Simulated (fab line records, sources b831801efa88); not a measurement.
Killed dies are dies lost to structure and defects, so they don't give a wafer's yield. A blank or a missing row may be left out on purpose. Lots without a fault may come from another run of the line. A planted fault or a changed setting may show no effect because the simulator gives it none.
A struck lot beside a sound one | flow sky130 | 16 steps out of a route of 708
Sound: wafers L472.2, L472.3, L472.5. Struck: wafers L468.1, L468.2, L468.3. The cause comes at the end.
At each step with rows: each side's tool, then ch and its chambers, then its first start. Under that, the readings that differ: sound wafers | struck wafers | difference of the means | sigmas: that difference in standard deviations of wafers without a fault.
alike: readings whose means differ by less than 2 such deviations, and words and numbers that are the same on both sides. not compared: withheld readings, readings that some wafer has no value for, bounds like >300 that may hide the same value, and numbers for which the record gives no deviation and whose values overlap.
The two part at a step that has a row with sigmas, a row that says differs or no value, or rows on one side only. Numbers that don't overlap but have no deviation are shown without sigmas and don't part them. A reading that every wafer of one side lacks parts them only if that side has two wafers or more.

first, 5 steps without rows for these wafers: SKY_VIA4_COAT_06 (resist thk 1140 nm); SKY_VIA4_SOFTBAKE_07 (time 60 s); SKY_VIA4_EXPOSE_08 (exposes mask VIM4, target cd 800 nm); SKY_VIA4_PEB_09; SKY_VIA4_DEVELOP_10 (develop time 60 s).
SKY_VIA4_OVL_MEAS_11:
  sound on overlay-01, day 47 17:44; struck on overlay-01, day 47 03:55
  alike: VIA4_OVL
SKY_VIA4_ETCH_12: etches SiO2 in C4F8/O2/Ar, stops on TiN, target depth 580 nm.
  sound on rie_diel-01 ch 0,2,3, day 47 17:46; struck on rie_diel-04 ch 0,1,2, day 47 03:58
  alike: chamber_pressure_mTorr, oes_product_au
SKY_VIA4_STRIP_13: strips in O2/N2.
  sound on plasma_asher-01 ch 0,1, day 47 17:50; struck on plasma_asher-04 ch 0,1, day 47 04:02
  alike: chamber_pressure_mTorr, drypump_motor_current_A, oes_product_au, strip_time_to_endpoint_s
  not compared: rf_hours_counter_h
then, 3 steps without rows for these wafers: SKY_VIA4_STRIP_14 (strips in post etch residue remover, time 1200 s); SKY_VIA4_CLEAN_15 (cleans in IPA, time 180 s); SKY_VIA4_CLEAN_16 (cleans in O3/DIW).
SKY_VIA4_SPUTTER_17: material TiN, target thk 20 nm, time 80 s.
  sound on pvd_sputter-01, day 47 18:26; struck on pvd_sputter-04, day 47 04:38
  alike: throttle_valve_pct
SKY_VIA4_CVD_18: deposits W, target thk 505 nm, time 152.14 s.
  sound on cvd_w-01 ch 0,1, day 47 18:29; struck on cvd_w-01 ch 1, day 47 04:41
  no value came back on the struck wafers for chamber_pressure_Torr (Torr), heater_power_outer_w (W), heater_power_w (W); on the sound wafers chamber_pressure_Torr (Torr) reads 40.12 40.12 40.04
SKY_VIA4_RS_MEAS_19: measures by four-point-probe.
  sound on film_metro-03, day 47 18:40; struck on film_metro-04, day 47 04:59
  reading            | sound                | struck               | difference | sigmas
  VIA4_W_RS (ohm/sq) | 0.2317 0.2298 0.2324 | 57.580 58.030 57.632 | +57.516    | +99 or more
SKY_VIA4_THK_MEAS_20: measures by xrf.
  sound on film_metro-03, day 47 18:47; struck on film_metro-04, day 47 05:07
  not compared: VIA4_W_THK
SKY_VIA4_CMP_21: polishes, stops on SiO2, t overpolish 25 s, target thk 0 nm.
  sound on cmp-01 ch 1,3, day 47 18:50; struck on cmp-01 ch 1,2,3, day 47 05:13
  reading                | sound       | struck | difference | sigmas
  time_to_endpoint_s (s) | 123 125 120 | 5 5 7  | -117       | -32
  alike: head_pressure_psi, motor_current_A

WHERE THEY PART
First at SKY_VIA4_CVD_18; last, within this record, at SKY_VIA4_CMP_21.

WHY: what the simulator had put in
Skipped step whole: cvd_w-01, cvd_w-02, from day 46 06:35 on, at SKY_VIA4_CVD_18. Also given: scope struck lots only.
